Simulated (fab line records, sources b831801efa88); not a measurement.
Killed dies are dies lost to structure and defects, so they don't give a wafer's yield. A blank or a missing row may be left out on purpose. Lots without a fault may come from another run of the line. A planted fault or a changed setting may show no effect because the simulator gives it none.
Chamber matching | flow sky130 | SKY_CONTACT_ETCH_16 on rie_diel-02: 4 sister chambers
The step etches BARC in N2/H2, stops on SiO2, time 45.9 s, target depth 60 nm. 4 wafers are shown with their chamber, then 7 later ones without.

WAFERS WITH THEIR CHAMBER
wafer  | chamber | throttle_valve_pct (%)
L085.2 | 1       | 13.238
L085.4 | 0       | 13.236
L085.5 | 2       | 13.220
L087.5 | 3       | 13.224

WAFERS WITHOUT THEIR CHAMBER
wafer  | throttle_valve_pct (%)
L087.6 | 13.209
L089.1 | 13.226
L089.2 | 13.226
L089.3 | 13.246
L094.1 | 13.240
L094.4 | 13.227
L094.5 | 13.231

WHICH CHAMBER EACH WENT THROUGH
wafer  | from the rows above               | in truth
L087.6 | can't be placed: 2 or 3           | 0
L089.1 | can't be placed: 3 or 2 or 0 or 1 | 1
L089.2 | can't be placed: 3 or 2 or 0 or 1 | 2
L089.3 | can't be placed: 1 or 0           | 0
L094.1 | can't be placed: 1 or 0           | 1
L094.4 | can't be placed: 3 or 2 or 0 or 1 | 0
L094.5 | can't be placed: 0 or 1 or 3 or 2 | 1
Placed correctly: 0 of 7. Can't be placed from these rows: 7 (the true chamber is among the candidates in 6). Placed wrongly: 0.
How it was worked out, from the rows above alone: a wafer's distance from a chamber is the root of the sum, over the readings, of the square of ((its reading less the chamber's mean) divided by the reading's scatter). The wafer belongs to the nearest chamber; if the next one is less than 2 further off, it can't be placed. A chamber's mean is the mean of its shown wafers. The scatter: with one shown wafer a chamber, the root of the mean of the squares of how far each hidden wafer lies from its nearest shown one.
